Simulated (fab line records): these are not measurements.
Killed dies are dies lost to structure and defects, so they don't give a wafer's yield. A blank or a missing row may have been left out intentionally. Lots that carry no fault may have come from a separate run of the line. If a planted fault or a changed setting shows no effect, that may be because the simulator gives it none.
Which tool did it? | flow gf180mcu | Sampling: 12 lots, 36 wafers, 6 of 602 route steps

## WHAT THE GAUGES SHOWED, per wafer
GF_STI_CD_MEAS_12: target cd 220 nm.
lot  | measured    | on       | cdNm (nm)
L827 | day 2 01:55 | cdSem-01 | 221.8 220.3 221.2
L830 | day 2 16:23 | cdSem-01 | 220.3 219.5 220.9
L832 | day 3 04:26 | cdSem-02 | 218.5 218.6 219.9
L833 | day 3 08:08 | cdSem-01 | 218.5 218.1 218.2
L838 | day 4 10:43 | cdSem-01 | 221.4 220.1 220.3
L839 | day 4 15:30 | cdSem-02 | 218.2 218.5 217.2
L840 | day 4 20:13 | cdSem-01 | 220.9 220.8 221.4
L842 | day 5 06:50 | cdSem-01 | 220.4 221.0 219.7
L843 | day 5 12:20 | cdSem-01 | 220.4 219.4 219.7
L846 | day 6 03:05 | cdSem-02 | 220.7 222.4 220.6
L847 | day 6 08:41 | cdSem-02 | 220.5 219.5 220.4
L849 | day 6 18:34 | cdSem-02 | 220.8 221.5 221.2

GF_STI_THK_MEAS_30.
lot  | measured    | on           | STI_OXIDATION_02_THK (nm)
L827 | day 2 06:19 | filmMetro-02 | 9.89 9.65 9.72
L830 | day 2 20:47 | filmMetro-02 | 10.01 10.07 10.17
L832 | day 3 08:47 | filmMetro-03 | 10.15 10.15 10.35
L833 | day 3 13:48 | filmMetro-02 | 10.10 10.16 10.01
L838 | day 4 15:55 | filmMetro-02 | 10.37 10.42 10.24
L839 | day 4 20:38 | filmMetro-01 | 10.13 9.90 9.93
L840 | day 5 01:04 | filmMetro-01 | 9.93 10.07 10.15
L842 | day 5 11:56 | filmMetro-01 | 10.12 10.26 10.12
L843 | day 5 17:11 | filmMetro-02 | 9.75 10.02 9.83
L846 | day 6 08:01 | filmMetro-03 | 10.11 9.92 10.11
L847 | day 6 13:05 | filmMetro-02 | 10.16 9.89 10.00
L849 | day 6 23:31 | filmMetro-01 | 9.78 10.03 10.02

GF_NWELL_TW_MEAS_11.
lot  | measured    | on           | NWELL_TW
L827 | day 3 06:59 | filmMetro-04 | 1571 1564 1566
L830 | day 3 22:52 | filmMetro-01 | 1536 1536 1541
L832 | day 4 11:04 | filmMetro-02 | 1594 1601 1604
L833 | day 4 17:32 | filmMetro-04 | 1569 1567 1579
L838 | day 5 20:52 | filmMetro-04 | 1661 1670 1671
L839 | day 6 01:28 | filmMetro-01 | 1642 1636 1648
L840 | day 6 06:19 | filmMetro-01 | 1560 1560 1565
L842 | day 6 17:56 | filmMetro-04 | 1580 1570 1575
L843 | day 6 23:37 | filmMetro-04 | 1574 1575 1575
L846 | day 7 15:37 | filmMetro-01 | 1567 1567 1565
L847 | day 7 19:10 | filmMetro-04 | 1578 1585 1587
L849 | day 8 07:25 | filmMetro-04 | 1578 1566 1567

GF_VT_IMPLANT_RS_MEAS_47: a four-point-probe measurement.
lot  | measured     | on           | NWELL_RS (ohm/sq)
L827 | day 7 11:02  | filmMetro-01 | 489.2 490.0 488.0
L830 | day 8 09:08  | filmMetro-02 | 491.1 490.7 490.8
L832 | day 8 22:23  | filmMetro-04 | 488.1 486.0 486.6
L833 | day 9 05:58  | filmMetro-04 | 491.4 489.9 488.3
L838 | day 10 15:21 | filmMetro-02 | 440.8 441.8 440.7
L839 | day 10 22:10 | filmMetro-04 | 442.1 442.4 440.7
L840 | day 11 04:05 | filmMetro-01 | 487.6 486.9 487.3
L842 | day 11 19:30 | filmMetro-04 | 486.0 487.5 486.5
L843 | day 12 00:35 | filmMetro-02 | 486.9 487.4 486.8
L846 | day 12 20:17 | filmMetro-04 | 486.7 486.5 487.1
L847 | day 13 03:19 | filmMetro-02 | 486.2 485.7 487.2
L849 | day 13 19:59 | filmMetro-01 | 487.0 486.6 486.7

## WHAT TOOL EACH LOT RAN ON (gives the tool, then ch and the chambers of the sampled wafers, and finally the start)
lot  | GF_NWELL_IMPLANT_08            | GF_MVPSD_STRIP_10
L827 | implanter-03 ch 0, day 3 06:37 | plasmaAsher-01 ch 0,1, day 4 23:50
L830 | implanter-04 ch 0, day 3 22:28 | plasmaAsher-03 ch 0,1, day 5 17:19
L832 | implanter-02 ch 0, day 4 10:40 | plasmaAsher-01 ch 0,1, day 6 06:22
L833 | implanter-04 ch 0, day 4 17:08 | plasmaAsher-04 ch 0,1, day 6 12:58
L838 | implanter-04 ch 0, day 5 20:28 | plasmaAsher-03 ch 0,1, day 7 18:43
L839 | implanter-04 ch 0, day 6 01:05 | plasmaAsher-03 ch 0,1, day 8 01:22
L840 | implanter-02 ch 0, day 6 05:55 | plasmaAsher-01 ch 0,1, day 8 05:49
L842 | implanter-03 ch 0, day 6 17:35 | plasmaAsher-04 ch 0,1, day 8 18:54
L843 | implanter-03 ch 0, day 6 23:13 | plasmaAsher-03 ch 0,1, day 9 00:19
L846 | implanter-02 ch 0, day 7 15:13 | plasmaAsher-03 ch 0,1, day 9 18:03
L847 | implanter-03 ch 0, day 7 18:47 | plasmaAsher-03 ch 0,1, day 9 22:52
L849 | implanter-03 ch 0, day 8 07:03 | plasmaAsher-04 ch 0,1, day 10 14:26
- GF_NWELL_IMPLANT_08
- GF_MVPSD_STRIP_10: strips in O2/N2.

## AS READ BY THE TOOLS THEMSELVES (means over the sampled wafers that have a number; for cases with no such wafer, the mark the record gives instead)
GF_NWELL_IMPLANT_08.
lot  | tool         | beamOnS (s) | doseIonsCm2 | faradayCurrentUA
L827 | implanter-03 | 10.09       | 1.5e+13     | 83.9
L830 | implanter-04 | 9.91        | 1.5e+13     | 85.5
L832 | implanter-02 | 9.96        | 1.5e+13     | 84.7
L833 | implanter-04 | 9.89        | 1.5e+13     | 85.4
L838 | implanter-04 | 9.93        | 1.8e+13     | 102.6
L839 | implanter-04 | 10.09       | 1.8e+13     | 101.1
L840 | implanter-02 | 9.83        | 1.5e+13     | 85.9
L842 | implanter-03 | 10.17       | 1.5e+13     | 83.2
L843 | implanter-03 | 9.98        | 1.5e+13     | 84.8
L846 | implanter-02 | 10.03       | 1.5e+13     | 84.3
L847 | implanter-03 | 9.93        | 1.5e+13     | 85.1
L849 | implanter-03 | 10.02       | 1.5e+13     | 84.7

GF_MVPSD_STRIP_10.
lot  | tool           | drypumpMotorCurrentA (A) | heaterPowerW (W) | n2FlowSccm (sccm) | oesProductAu (a.u.) | stripTimeToEndpointS (s)
L827 | plasmaAsher-01 | 6.3                      | 322              | 298.7             | 0.722               | 36.79
L830 | plasmaAsher-03 | 6.1                      | 333              | 299.6             | 0.723               | 36.91
L832 | plasmaAsher-01 | 6.3                      | 310              | 300.5             | 0.726               | 36.84
L833 | plasmaAsher-04 | 5.3                      | 321              | 299.7             | 0.721               | 36.91
L838 | plasmaAsher-03 | 6.2                      | 329              | 299.6             | 0.719               | 36.89
L839 | plasmaAsher-03 | 6.2                      | 314              | 299.7             | 0.724               | 37.03
L840 | plasmaAsher-01 | 6.3                      | 309              | 300.1             | 0.720               | 36.95
L842 | plasmaAsher-04 | 5.4                      | 312              | 299.7             | 0.725               | 37.02
L843 | plasmaAsher-03 | 6.2                      | 315              | 299.9             | 0.726               | 36.87
L846 | plasmaAsher-03 | 6.1                      | 332              | 300.3             | 0.722               | 36.95
L847 | plasmaAsher-03 | 6.1                      | 330              | 301.2             | 0.720               | 36.87
L849 | plasmaAsher-04 | 5.4                      | 309              | 298.9             | 0.725               | 37.05

## THE ANSWER, worked out from the rows above alone
Rule: what is usual is taken from the lots themselves. Put in order of their means at a reading, lots are off if they are a third of the lots or fewer, leave a main group of 4 or more, and stand apart from it by a gap of 3 or more times the standard deviation of the main group's means; of several such gaps the widest counts. Not used: any main group whose means are identical at the precision the tables above print for the reading. Also off: a lot with no number at a reading for which 4 or more lots have one. The other lots that the step has rows for count as sound. Order of review: gauges by route order, followed by the tools' own readings, for which a lot's mean as printed above is used. The first step at which some lot is off is used, and at that step the reading that is off furthest; a lot without a number counts as furthest.
Off: L838, L839, seen at GF_VT_IMPLANT_RS_MEAS_47 (NWELL_RS). The main group: mean 487.8 ohm/sq, standard deviation 1.5.
A tool fits if, at a process step before that reading, it ran every lot that is off, and no sound lot after the first of them. Not tried: the gauges at GF_VT_IMPLANT_RS_MEAS_47; whatever is off there is also off at GF_NWELL_IMPLANT_08, on other tools, and gauge error can't account for it. One candidate fits, namely implanter-04 at GF_NWELL_IMPLANT_08. A fault onset in the window from L833 (day 4 17:08, its last sound lot) to L838 (day 5 20:28, its first lot off) fits.
The tool's own readings at GF_NWELL_IMPLANT_08 bear it out: on the lots that are off they differ by more than 5 times the standard deviation of the sound lots' means. doseIonsCm2 reads 1.8e+13 there against 1.5e+13 on the sound lots; faradayCurrentUA reads 101.8 there against 84.8 on the sound lots.

## WHAT THE SIMULATOR PUT IN
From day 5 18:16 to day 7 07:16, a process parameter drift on implanter-04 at GF_NWELL_IMPLANT_08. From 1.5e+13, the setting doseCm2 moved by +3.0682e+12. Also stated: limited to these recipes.
Struck lots among those shown: L838, L839. Same finding as the rule above.
